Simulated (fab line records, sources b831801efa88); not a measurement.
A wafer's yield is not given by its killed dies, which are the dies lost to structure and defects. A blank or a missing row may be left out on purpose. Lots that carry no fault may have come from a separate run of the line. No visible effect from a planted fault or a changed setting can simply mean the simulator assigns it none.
Which tool is to blame? :: flow gf180mcu :: Sampling: 7 lots, 21 wafers, 2 of 602 route steps

== WHAT THE GAUGES SHOWED, per wafer ==
GF_HV_LDD_CD_MEAS_07: target cd 400 nm.
lot: L249
measured: day 10 19:11
on: cd sem-01
cd nm (nm): 402.0 403.2 406.3

lot: L254
measured: day 12 13:32
on: cd sem-02
cd nm (nm): 401.2 401.6 299.1

lot: L255
measured: day 12 14:32
on: cd sem-01
cd nm (nm): 398.5 298.4 398.9

lot: L262
measured: day 14 22:08
on: cd sem-01
cd nm (nm): 404.6 402.6 405.2

lot: L265
measured: day 15 16:44
on: cd sem-01
cd nm (nm): 398.9 398.3 398.6

lot: L268
measured: day 16 16:35
on: cd sem-01
cd nm (nm): 402.8 401.6 400.3

lot: L270
measured: day 17 05:16
on: cd sem-02
cd nm (nm): 402.7 403.3 402.5

== WHICH TOOL RAN EACH LOT (tool, then ch and the chambers of the sampled wafers, then the start) ==
lot: L249
GF_HV_LDD_DEVELOP_06: litho track-04 ch 0, day 10 19:02

lot: L254
GF_HV_LDD_DEVELOP_06: litho track-04 ch 0, day 12 13:23

lot: L255
GF_HV_LDD_DEVELOP_06: litho track-04 ch 0, day 12 14:23

lot: L262
GF_HV_LDD_DEVELOP_06: litho track-02 ch 0, day 14 21:59

lot: L265
GF_HV_LDD_DEVELOP_06: litho track-02 ch 0, day 15 16:35

lot: L268
GF_HV_LDD_DEVELOP_06: litho track-04 ch 0, day 16 16:26

lot: L270
GF_HV_LDD_DEVELOP_06: litho track-02 ch 0, day 17 05:07
- GF_HV_LDD_DEVELOP_06: develop time 60 s.

== THE ANSWER, worked out from the rows above alone ==
Rule: what is usual is taken from the lots themselves. Put in order of their means at a reading, lots are off if they are a third of the lots or fewer, leave a main group of 4 or more, and stand apart from it by a gap of 3 or more times the standard deviation of the main group's means; of several such gaps the widest counts. If all means in a main group match to the digits the tables above print for the reading, that group is not used. A lot without any number at a reading at which 4 lots or more have one is off too. Where the step has rows for the other lots, those lots are counted as sound.
Off: L254, L255, at GF_HV_LDD_CD_MEAS_07 (cd nm). The main group has a mean of 402.2 nm with a standard deviation of 2.
A tool fits if, at a process step before that reading, it ran every lot that is off, and no sound lot after the first of them. Those tools and the gauges at GF_HV_LDD_CD_MEAS_07 are tried in the same way. Not one of the candidates tried fits.

== WHAT THE SIMULATOR HAD INSERTED ==
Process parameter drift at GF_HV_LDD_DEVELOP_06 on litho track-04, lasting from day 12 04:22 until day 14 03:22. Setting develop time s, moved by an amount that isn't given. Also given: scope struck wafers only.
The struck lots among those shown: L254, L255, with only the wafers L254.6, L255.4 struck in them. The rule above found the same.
